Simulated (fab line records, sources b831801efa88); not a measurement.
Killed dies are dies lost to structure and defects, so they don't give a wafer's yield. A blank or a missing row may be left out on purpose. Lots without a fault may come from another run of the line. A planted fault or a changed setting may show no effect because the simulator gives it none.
fab line records | flow sky130
record lots=10 wafers=30 last_day=50
route steps=708 shown SD_N@349 LI_CONTACT@378 LOCAL_INTERCONNECT@387 CONTACT@422
lots that met no fault: from a run of the same line without faults
start_h: hours from the record's first day to the start of the lot's first wafer shown | wait_h: hours since the lot's step before | " the same as in the row above | L1.1+2: a row that stands for several wafers | - no value, or no start given | * or withheld: withheld | < > ~ a bound
route shown NAME@n: a module of which the file shows steps, and the number in the route of the first | usual: mean/standard deviation of fault-free wafers | same: alike in all rows | chamber/n: place in a boat | sites: the reading at each site | _std_site: their standard deviation | _edge_site: outer sites' mean less inner sites' | radius_mm: how far each site lies from the wafer's centre | mask NAME#n: copy n | behind: the tool/chamber that last shaped the wafer | hold: why the lot was held/for how many hours/how that ended | device: the transistor (n, p or np) that didn't switch | end of line: the same wafers' tests at the end of the route | a step without rows: its recipe alone | killed: dies lost to structure and defects at the first sort, not the wafer's yield | map: a wafer's dies, x killed, . not, _ none there
set.NAME: the setting as run; set.NAME@STEP: as run at that earlier step | model.NAME: the simulator's own value behind a step, which no gauge read
steps of the route over a sample of lots; a table a step, a row a wafer
services: from which hour (start_h, from the record's first day; less than 0 if before it) a tool's chamber was out of use, for how many hours, and why
## steps
# step SKY_SD_N_CD_MEAS_07
# recipe target_cd_nm=380
# usual cd_nm=380.9/2.7
# columns lot.wafer tool chamber start_h wait_h cd_nm
L230.2 cd_sem-02 - 638.60 0.1 382.5
L230.5 " - " " 383.5
L230.6 " - " " 384.3
L233.1 cd_sem-02 - 683.75 0.1 379.5
L233.5 " - " " 380.3
L233.6 " - " " 380.4
L234.1 cd_sem-01 - 686.53 0.1 381.8
L234.3 " - " " 382.9
L234.4 " - " " 382.4
L235.1 cd_sem-02 - 699.49 0.1 378.2
L235.2 " - " " 378.3
L235.3 " - " " 377.5
L237.1 cd_sem-02 - 712.29 0.1 376.6
L237.2 " - " " 377.7
L237.4 " - " " 377.6
L239.1 cd_sem-01 - 727.09 0.1 382.3
L239.2 " - " " 382.1
L239.3 " - " " 383.7
L243.2 cd_sem-02 - 748.87 0.1 380.2
L243.3 " - " " 382.1
L243.4 " - " " 384.4
L246.3 cd_sem-01 - 775.19 0.1 382.7
L246.4 " - " " 384.0
L246.6 " - " " 384.7
L251.2 cd_sem-01 - 829.25 0.1 380.5
L251.3 " - " " 384.4
L251.6 " - " " 379.6
L252.4 cd_sem-02 - 832.26 0.1 384.2
L252.5 " - " " 382.4
L252.6 " - " " 381.8
# step SKY_LI_CONTACT_STRIP_16
# recipe chemistry=O2/N2 power_w=1400 pressure_mtorr=1500 platen_temp_c=withheld o2_flow_sccm=3000 n2_flow_sccm=300 overash_fraction=0.5
# usual drypump_motor_current_A=5.8/0.35 o2_flow_sccm=3000/8.4 oes_product_au=0.375/0.0046 strip_time_to_endpoint_s=3.492/0.02
# columns lot.wafer tool chamber start_h wait_h drypump_motor_current_A o2_flow_sccm oes_product_au rf_hours_counter_h strip_time_to_endpoint_s
L230.2 plasma_asher-03 0 669.82 - 5.0 2994 0.376 23 3.501
L230.5 " 1 " " 6.1 2992 0.374 - 3.498
L230.6 " 0 " " 5.0 2992 0.384 - 3.509
L233.1 plasma_asher-01 0 712.32 - 6.1 2993 0.381 87 3.508
L233.5 " 0 " " 6.1 2986 0.380 - 3.497
L233.6 " 1 " " 5.7 3000 0.374 - 3.503
L234.1 plasma_asher-04 1 714.72 - 5.8 3005 0.381 59 3.477
L234.3 " 0 " " 6.2 2988 0.374 - 3.480
L234.4 " 1 " " 5.8 3007 0.375 - 3.470
L235.1 plasma_asher-01 0 726.12 - 6.1 3006 0.370 89 3.508
L235.2 " 1 " " 5.7 3000 0.381 89 3.459
L235.3 " 0 " " 6.1 3004 0.373 - 3.501
L237.1 plasma_asher-01 0 737.62 - 6.1 2995 0.371 90 3.500
L237.2 " 1 " " 5.7 2994 0.372 90 3.507
L237.4 " 1 " " 5.7 2973 0.368 - 3.508
L239.1 plasma_asher-01 0 756.47 - 6.1 2997 0.375 92 3.495
L239.2 " 1 " " 5.7 3009 0.375 92 3.500
L239.3 " 0 " " 6.1 3008 0.384 - 3.517
L243.2 plasma_asher-04 0 778.12 - 6.2 3001 0.377 66 3.488
L243.3 " 0 " " 6.3 2999 0.383 - 3.481
L243.4 " 1 " " 5.8 3012 0.367 - 3.519
L246.3 plasma_asher-01 1 802.61 - 5.7 2998 0.369 - 3.489
L246.4 " 0 " " 6.1 3000 0.381 - 3.469
L246.6 " 0 " " 6.1 2992 0.373 - 3.468
L251.2 plasma_asher-01 1 856.72 - 5.7 3005 0.372 102 3.510
L251.3 " 1 " " 5.7 3005 0.370 - 3.452
L251.6 " 1 " " 5.7 3000 0.370 - 3.509
L252.4 plasma_asher-01 1 860.61 - 5.7 2997 0.379 - 3.489
L252.5 " 1 " " 5.7 2990 0.380 - 3.473
L252.6 " 0 " " 6.1 2994 0.374 - 3.464
# step SKY_LOCAL_INTERCONNECT_SPUTTER_00
# recipe material=TiN target_thk_nm=100 temp_c=300 power_w=6500 time_s=83.3 chamber_pressure_pa=0.4
# usual throttle_valve_pct=30.0/1.5
# columns lot.wafer tool chamber start_h wait_h throttle_valve_pct
L230.2 pvd_sputter-02 - 670.85 0.2 32.6
L230.5 " - " " 32.5
L230.6 " - " " 30.0
L233.1 pvd_sputter-03 - 713.38 0.2 28.2
L233.5 " - " " 28.2
L233.6 " - " " 32.5
L234.1 pvd_sputter-01 - 715.79 0.1 31.4
L234.3 " - " " 30.1
L234.4 " - " " 31.1
L235.1 pvd_sputter-02 - 727.19 0.1 29.4
L235.2 " - " " 29.0
L235.3 " - " " 32.6
L237.1 pvd_sputter-01 - 738.67 0.1 30.0
L237.2 " - " " 31.5
L237.4 " - " " 30.1
L239.1 pvd_sputter-02 - 757.54 0.1 28.8
L239.2 " - " " 30.5
L239.3 " - " " 32.5
L243.2 pvd_sputter-03 - 779.17 0.2 32.1
L243.3 " - " " 28.4
L243.4 " - " " 30.0
L246.3 pvd_sputter-02 - 803.61 0.1 29.4
L246.4 " - " " 30.1
L246.6 " - " " 30.6
L251.2 pvd_sputter-03 - 858.26 0.2 32.3
L251.3 " - " " 30.2
L251.6 " - " " 28.1
L252.4 pvd_sputter-01 - 862.30 0.2 31.3
L252.5 " - " " 29.9
L252.6 " - " " 29.7
# step SKY_LOCAL_INTERCONNECT_RS_MEAS_01
# recipe thk_meas_gauge=four-point-probe reads=TiN_of_LOCAL_INTERCONNECT_SPUTTER_00
# usual LOCAL_INTERCONNECT_TIN_RS=14.09/0.14
# columns lot.wafer tool chamber start_h wait_h LOCAL_INTERCONNECT_TIN_RS[ohm/sq]
L230.2 film_metro-03 - 670.94 0.1 14.31
L230.5 " - " " 14.30
L230.6 " - " " 14.01
L233.1 film_metro-03 - 713.44 0.0 14.05
L233.5 " - " " 14.05
L233.6 " - " " 14.06
L234.1 film_metro-02 - 715.86 0.0 14.09
L234.3 " - " " 14.07
L234.4 " - " " 14.07
L235.1 film_metro-02 - 727.25 0.0 14.29
L235.2 " - " " 14.23
L235.3 " - " " 14.21
L237.1 film_metro-02 - 738.73 0.0 13.86
L237.2 " - " " 13.77
L237.4 " - " " 14.05
L239.1 film_metro-02 - 757.60 0.0 14.25
L239.2 " - " " 14.10
L239.3 " - " " 14.22
L243.2 film_metro-04 - 779.25 0.1 13.85
L243.3 " - " " 13.83
L243.4 " - " " 13.74
L246.3 film_metro-04 - 803.71 0.1 14.20
L246.4 " - " " 39.25
L246.6 " - " " 39.01
L251.2 film_metro-02 - 858.34 0.1 14.30
L251.3 " - " " 14.09
L251.6 " - " " 14.24
L252.4 film_metro-03 - 862.42 0.1 13.89
L252.5 " - " " 13.95
L252.6 " - " " 14.01
# step SKY_LOCAL_INTERCONNECT_THK_MEAS_02
# recipe thk_meas_gauge=xrf reads=TiN_of_LOCAL_INTERCONNECT_SPUTTER_00
# usual LOCAL_INTERCONNECT_TIN_THK=98.4/1.1
# columns lot.wafer tool chamber start_h wait_h LOCAL_INTERCONNECT_TIN_THK[nm]
L230.2 film_metro-03 - 671.05 0.1 97.5
L230.5 " - " " 97.6
L230.6 " - " " 99.5
L233.1 film_metro-03 - 713.56 0.1 99.3
L233.5 " - " " 99.5
L233.6 " - " " 99.0
L234.1 film_metro-02 - 715.98 0.1 97.8
L234.3 " - " " 97.5
L234.4 " - " " 97.7
L235.1 film_metro-02 - 727.37 0.1 96.5
L235.2 " - " " 97.1
L235.3 " - " " 97.6
L237.1 film_metro-02 - 738.85 0.1 99.2
L237.2 " - " " 100.0
L237.4 " - " " 98.7
L239.1 film_metro-02 - 757.72 0.1 97.0
L239.2 " - " " 97.5
L239.3 " - " " 97.2
L243.2 film_metro-04 - 779.36 0.1 100.0
L243.3 " - " " 100.8
L243.4 " - " " 101.2
L246.3 film_metro-04 - 803.81 0.1 98.1
L246.4 " - " " 38.0
L246.6 " - " " 38.4
L251.2 film_metro-02 - 858.45 0.1 96.7
L251.3 " - " " 98.8
L251.6 " - " " 96.9
L252.4 film_metro-03 - 862.51 0.1 100.1
L252.5 " - " " 99.6
L252.6 " - " " 99.8
# step SKY_LOCAL_INTERCONNECT_METAL_ETCH_14
# recipe target_depth_nm=110 stop_on=PSG chemistry=Cl2/BCl3 target=TiN resist_sidewall_deg=88 pressure_mtorr=10 icp_w=900 bias_w=48.5 Cl2_flow_sccm=60 bcl3_flow_sccm=30 time_s=31.4
# usual drypump_motor_current_A=5.5/0.56 mfc_cl2_sccm=60.00/0.18 oes_product_au=0.942/0.0072 throttle_valve_pct=21.899/0.01
# same time_s=31.4
# columns lot.wafer tool chamber start_h wait_h drypump_motor_current_A mfc_cl2_sccm oes_product_au rf_hours_counter_h throttle_valve_pct
L230.2 rie_metal-01 1 699.34 0.1 5.8 59.96 0.925 2 21.898
L230.5 " 1 " " 5.8 59.91 0.937 - 21.887
L230.6 " 0 " " 5.1 60.19 0.941 - 21.919
L233.1 rie_metal-01 0 737.90 0.0 5.1 59.96 0.949 16 21.887
L233.5 " 1 " " 5.8 60.07 0.942 - 21.895
L233.6 " 0 " " 5.1 59.81 0.953 - 21.885
L234.1 rie_metal-01 1 742.01 0.0 5.8 60.08 0.940 4 21.896
L234.3 " 1 " " 5.8 60.07 0.939 - 21.894
L234.4 " 0 " " 5.1 60.15 0.940 - 21.893
L235.1 rie_metal-01 1 755.21 0.0 5.8 59.93 0.938 4 21.905
L235.2 " 0 " " 5.1 60.04 0.940 17 21.890
L235.3 " 0 " " 5.1 60.24 0.945 - 21.897
L237.1 rie_metal-03 1 765.73 0.0 4.7 59.83 0.950 2 21.884
L237.2 " 0 " " 6.4 60.05 0.956 15 21.892
L237.4 " 0 " " 6.4 59.79 0.951 - 21.882
L239.1 rie_metal-04 0 784.91 0.0 5.8 60.25 0.940 13 21.901
L239.2 " 1 " " 5.2 59.84 0.944 14 21.891
L239.3 " 0 " " 5.9 59.96 0.937 - 21.894
L243.2 rie_metal-01 1 804.78 0.0 5.8 60.03 0.960 7 21.902
L243.3 " 0 " " 5.1 59.85 0.963 - 21.891
L243.4 " 1 " " 5.8 59.91 0.954 - 21.893
L246.3 rie_metal-01 1 829.82 0.0 5.8 59.87 0.932 - 21.912
L246.4 " 0 " " 5.2 60.09 0.595 - 22.126
L246.6 " 0 " " 5.1 60.18 0.593 - 22.124
L251.2 rie_metal-04 1 884.57 0.0 5.2 60.30 0.928 1 21.909
L251.3 " 1 " " 5.2 60.21 0.951 - 21.894
L251.6 " 0 " " 5.9 59.95 0.936 - 21.902
L252.4 rie_metal-04 1 889.48 0.0 5.2 59.68 0.952 - 21.898
L252.5 " 1 " " 5.2 59.98 0.947 - 21.894
L252.6 " 0 " " 5.8 59.84 0.951 - 21.891
# step SKY_CONTACT_ETCH_16
# recipe chemistry=N2/H2 target=BARC ion_energy_ev=200 source_w=500 bias_w=100 pressure_mtorr=30 n2_flow_sccm=100 h2_flow_sccm=200 stop_on=SiO2 time_s=45.9 target_depth_a=600
# usual drypump_motor_current_A=5.9/0.32 h2_flow_sccm=199.9/0.57 oes_product_au=0.854/0.0045 throttle_valve_pct=13.224/0.0094
# same time_s=45.9
# columns lot.wafer tool chamber start_h wait_h drypump_motor_current_A h2_flow_sccm oes_product_au rf_hours_counter_h throttle_valve_pct
L230.2 rie_diel-01 0 725.14 0.0 5.5 199.5 0.854 6 13.219
L230.5 " 0 " " 5.5 199.6 0.856 - 13.221
L230.6 " 3 " " 5.6 199.2 0.858 - 13.227
L233.1 rie_diel-01 1 766.14 0.0 6.1 200.3 0.855 8 13.220
L233.5 " 3 " " 5.6 200.0 0.858 - 13.232
L233.6 " 0 " " 5.6 200.7 0.859 - 13.220
L234.1 rie_diel-01 0 769.85 0.0 5.5 199.7 0.854 7 13.214
L234.3 " 3 " " 5.6 199.8 0.858 5 13.224
L234.4 " 2 " " 6.2 199.8 0.855 4 13.232
L235.1 rie_diel-01 1 784.15 0.0 6.1 199.6 0.854 8 13.218
L235.2 " 2 " " 6.2 200.1 0.849 5 13.221
L235.3 " 3 " " 5.6 200.2 0.850 6 13.203
L237.1 rie_diel-03 1 793.40 0.0 5.5 199.1 0.855 32 13.234
L237.2 " 3 " " 6.0 200.4 0.858 5 13.224
L237.4 " 0 " " 6.3 200.4 0.853 12 13.221
L239.1 rie_diel-04 2 811.15 0.0 6.2 199.6 0.851 17 13.237
L239.2 " 1 " " 5.4 200.1 0.855 10 13.215
L239.3 " 0 " " 5.8 200.0 0.848 16 13.227
L243.2 rie_diel-04 1 832.05 0.0 5.4 199.6 0.856 11 13.221
L243.3 " 3 " " 5.9 200.0 0.850 21 13.203
L243.4 " 0 " " 5.8 200.2 0.854 17 13.237
L246.3 rie_diel-01 3 856.75 0.0 5.6 199.4 0.849 8 13.221
L246.4 " 2 " " 6.3 199.9 0.857 7 13.209
L246.6 " 3 " " 5.6 199.6 0.849 - 13.211
L251.2 rie_diel-01 0 911.30 0.0 5.6 199.9 0.855 12 13.206
L251.3 " 2 " " 6.3 200.4 0.856 9 13.240
L251.6 " 0 " " 5.5 200.2 0.858 - 13.233
L252.4 rie_diel-03 1 916.85 0.0 5.5 199.4 0.860 3 13.217
L252.5 " 3 " " 6.0 200.7 0.852 - 13.219
L252.6 " 2 " " 6.2 199.9 0.856 - 13.235
## services
# columns tool chamber start_h hours kind
rie_diel-01 1 656.01 6.7 repair
rie_diel-03 - 669.61 10.0 pm
rie_diel-04 0 671.98 6.4 repair
pvd_sputter-03 - 683.42 0.6 repair
rie_diel-04 1 685.92 6.4 repair
rie_diel-03 - 709.27 3.1 repair
rie_diel-03 3 729.17 5.3 repair
rie_diel-04 0 732.69 9.7 repair
rie_diel-04 - 737.18 0.6 repair
plasma_asher-04 - 739.09 2.0 repair
rie_diel-01 - 742.65 2.8 pm
plasma_asher-01 - 749.83 0.6 repair
rie_diel-01 3 750.11 1.7 repair
rie_diel-01 2 750.57 6.7 repair
rie_diel-01 0 751.10 2.6 repair
rie_diel-04 - 761.04 0.3 repair
rie_diel-04 1 788.64 5.3 repair
plasma_asher-01 - 823.15 2.8 pm
rie_metal-01 0 835.39 2.6 repair
rie_diel-01 - 843.05 1.0 repair
pvd_sputter-01 - 850.27 3.7 repair
rie_metal-04 1 856.74 4.2 repair
pvd_sputter-02 - 885.21 1.6 repair
pvd_sputter-01 - 903.36 0.8 repair
## key
first_sign step=SKY_LOCAL_INTERCONNECT_RS_MEAS_01 reading=LOCAL_INTERCONNECT_TIN_RS direction=up sigmas=99+ usual=14.09 struck=39.13
effect step=SKY_LOCAL_INTERCONNECT_THK_MEAS_02 reading=LOCAL_INTERCONNECT_TIN_THK direction=down sigmas=57 usual=98.4 struck=38.2
effect step=SKY_LOCAL_INTERCONNECT_METAL_ETCH_14 reading=oes_product_au direction=down sigmas=49 usual=0.942 struck=0.594
met_at SKY_LOCAL_INTERCONNECT_SPUTTER_00
struck_lots L246
struck_wafers L246.4,L246.6
tester_left_out L246
not_acting_at SKY_SD_N_CD_MEAS_07,SKY_LI_CONTACT_STRIP_16,SKY_CONTACT_ETCH_16
onset_between 757.54 803.61
fault kind=process_parameter_drift tool=pvd_sputter-02 chamber=- onset_h=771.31 steps=SKY_LOCAL_INTERCONNECT_SPUTTER_00 channel=time_s offset=* shape=step end_h=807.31 acts_in=* stated=* scope=struck_wafers_only
# tester_left_out: of these lots the tester's yield and bins aren't shown, on N5 and GAA mostly nor the transistor test; their killed dies are dies lost to structure and defects alone, not to doping, threshold or leakage, so they don't give the yield
